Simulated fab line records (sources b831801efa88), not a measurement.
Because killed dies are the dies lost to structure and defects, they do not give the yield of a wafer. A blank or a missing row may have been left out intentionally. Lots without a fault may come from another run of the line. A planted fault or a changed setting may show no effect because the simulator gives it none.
Problem report, 8D (eight disciplines) form, completed by code | flow sky130 | the parts of the form that need people (team, actions taken, sign-off) are left out

## 1. PROBLEM STATEMENT
SONOS_ONO_CVD_04_THK at SKY_SONOS_ONO_THK_MEAS_05 reads a mean of 6.68 nm on 12 wafers of 4 lots; wafers without a fault read 5.75 nm with a standard deviation of 0.11. That puts it +8.5 standard deviations away from the usual mean.
Earliest sighting: wafer L956.2 on film-metro-04 at day 12 04:11. At this step, 36 wafers from 12 lots have a number in the record. By rule, "out" or "out of limits" means more than 4 standard deviations away from the usual mean. Any other wafer with a number is counted as sound.

## 2. WHAT IT IS AND WHAT IT IS NOT
question                    | is                           | is not
which readings at this step | SONOS_ONO_CVD_04_THK         | -
which lots                  | L956, L957, L958, L959       | L966, L967, L969, L970, L971, L973, L974, L976
which wafers of those lots  | all that have a number       | -
read on which gauges        | film-metro-03, film-metro-04 | film-metro-02
when                        | from day 12 04:11            | up to then (0 sound wafers); but 24 sound wafers of L966, L967, L969, L970, L971, L973, L974, L976 came after

## 3. THE SUSPECTS, EACH WITH WHAT RULES IT OUT
Counting: a tool stays on the suspect list if, at a process step up to the reading, it processed all lots that are out and no sound lot following the first of them.
- the gauge at SKY_SONOS_ONO_THK_MEAS_05 is ruled out. The wafers that are out were read on 2 gauges (film-metro-03, film-metro-04).
- lpcvd-03 at SKY_SONOS_ONO_CVD_04 (deposits SiO2 from SiH4/N2O, target thk 5.7199 nm): ruled out as a lasting fault. The sound lots L966, L967, L969, L970, L971, L973, L974, L976 went through it after L956, its earliest lot that is out (day 12 02:56).
Left after counting: nothing in the record.

## 4. THE CAUSE (what the simulator had put in)
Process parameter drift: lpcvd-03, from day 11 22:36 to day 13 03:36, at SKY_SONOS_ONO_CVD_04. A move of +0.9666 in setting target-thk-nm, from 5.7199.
Counting ruled it out, wrongly: the rule takes a fault to strike every lot that its tool runs from its start on, and this one did not.

## 5. SEQUENCE OF EFFECTS, ordered by route
Rows list readings where the struck wafers' mean (over those with a number) sits beyond 3 standard deviations from the usual. Readings are gone through only where the record gives a usual standard deviation; hours: the median, over the lots, of the time from a lot's start at the first step in this table giving one to that lot's start at this step; sigmas: the change measured in usual standard deviations.
hours | step                      | reading              | usual   | on struck wafers | change | sigmas
0     | SKY_SONOS_ONO_THK_MEAS_05 | SONOS_ONO_CVD_04_THK | 5.75 nm | 6.68             | +0.93  | +8.5
At these later measuring or inspecting steps, every struck wafer for which the step has a row has a number for every such reading, and none has moved that far: SKY_SPACER_THK_MEAS_01.

## 6. WHAT WOULD HAVE CAUGHT IT SOONER
In this record the first reading out of limits at a measuring or inspecting step was taken at day 12 04:11, 6 hours after the fault began at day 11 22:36.
Of the tool readings at SKY_SONOS_ONO_CVD_04 for which the record gives a usual standard deviation, none was out on any struck wafer, so an alarm limit of 4 standard deviations on them would not have fired.
